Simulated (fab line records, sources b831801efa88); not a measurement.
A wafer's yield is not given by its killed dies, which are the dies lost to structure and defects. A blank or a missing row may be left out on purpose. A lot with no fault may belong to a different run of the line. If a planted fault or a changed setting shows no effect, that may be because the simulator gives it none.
Struck lot and sound lot, side by side ; flow sky130 ; 17 out of 708 route steps
Sound: wafers L961.3, L961.4, L961.5. Struck: wafers L975.2, L975.4, L975.5. The cause comes at the end.
For every step that has rows: the tool of each side, followed by ch and its chambers, followed by its first start. Under that, the readings that differ: sound wafers ; struck wafers ; difference of the means ; sigmas: that difference in standard deviations of wafers without a fault.
alike: a reading whose means differ by less than 2 such deviations, as well as words and numbers matching on both sides. not compared: withheld readings; readings where some wafer has no value; bounds like >300 that might hide an equal value; numbers whose values overlap and for which the record gives no deviation.
A row with sigmas, a row that says differs or no value, or rows on one side alone: a step with any of these is where the two part. When numbers do not overlap yet have no deviation, they are printed without sigmas and do not part them. A reading that every wafer of one side lacks parts them only if that side has two wafers or more.

SKY_LDD_HVP_STRIP_09: strips in O2/N2.
  sound on plasma_asher-02 ch 0,1, day 23 04:51; struck on plasma_asher-01 ch 0,1, day 27 19:10
  alike: drypump_motor_current_A, oes_product_au, strip_time_to_endpoint_s
  not compared: rf_hours_counter_h
SKY_LDD_HVP_TW_MEAS_10:
  struck on film_metro-01, day 27 19:16; sound on film_metro-02, day 23 04:56
  alike: LDD_HVP_TW
then, 7 steps without rows for these wafers: SKY_LDD_LDN_DEHYDRATE_00 (time 60 s); SKY_LDD_LDN_HMDS_01 (prime time 60 s); SKY_LDD_LDN_COAT_02 (resist thk 1140 nm); SKY_LDD_LDN_SOFTBAKE_03 (time 60 s); SKY_LDD_LDN_EXPOSE_04 (exposes mask LDNTM, target cd 700 nm); SKY_LDD_LDN_PEB_05; SKY_LDD_LDN_DEVELOP_06 (develop time 60 s).
SKY_LDD_LDN_OVL_MEAS_07:
  struck on overlay-02, day 28 23:34; sound on overlay-01, day 24 10:53
  alike: LDD_LDN_OVL
then, 2 steps without rows for these wafers: SKY_LDD_LDN_IMPLANT_08; SKY_LDD_LDN_IMPLANT_09.
SKY_LDD_LDN_IMPLANT_10:
  sound on implanter-04 ch 0, day 24 11:15; struck on implanter-04 ch 0, day 28 23:56
reading;sound;struck;difference;sigmas
dose_ions_cm2;1.2518e+13 1.2527e+13 1.2506e+13;7.132e+12 7.121e+12 7.124e+12;-5.391e+12;-99 or more
faraday_current_uA;70.2 72.0 73.1;40.4 39.7 38.9;-32.1;-25
then, 1 step without rows for these wafers: SKY_LDD_LDN_IMPLANT_11.
SKY_LDD_LDN_STRIP_12: strips in O2/N2.
  sound on plasma_asher-02 ch 0,1, day 24 11:32; struck on plasma_asher-03 ch 0, day 29 00:12
reading;sound;struck;difference;sigmas
drypump_motor_current_A (A);4.7 5.4 4.8;6.2 6.2 6.2;+1.2;+2
strip_time_to_endpoint_s (s);14.16 14.14 14.20;14.21 14.26 14.28;+0.08;+2
  alike: oes_product_au
  not compared: rf_hours_counter_h
SKY_LDD_LDN_TW_MEAS_13:
  struck on film_metro-03, day 29 00:19; sound on film_metro-03, day 24 11:37
reading;sound;struck;difference;sigmas
LDD_LDN_TW;1483 1479 1482;1439 1436 1438;-44;-3
then, 1 step without rows for these wafers: SKY_LDD_LDN_CLEAN_14 (cleans in SC1/SC2, time 150 s).

## WHERE THEY PART
At SKY_LDD_LDN_IMPLANT_10 first; at SKY_LDD_LDN_TW_MEAS_13 last (within this record only).

WHY: whatever the simulator had introduced
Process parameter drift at SKY_LDD_LDN_IMPLANT_10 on implanter-04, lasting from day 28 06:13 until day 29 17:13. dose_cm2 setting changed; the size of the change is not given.
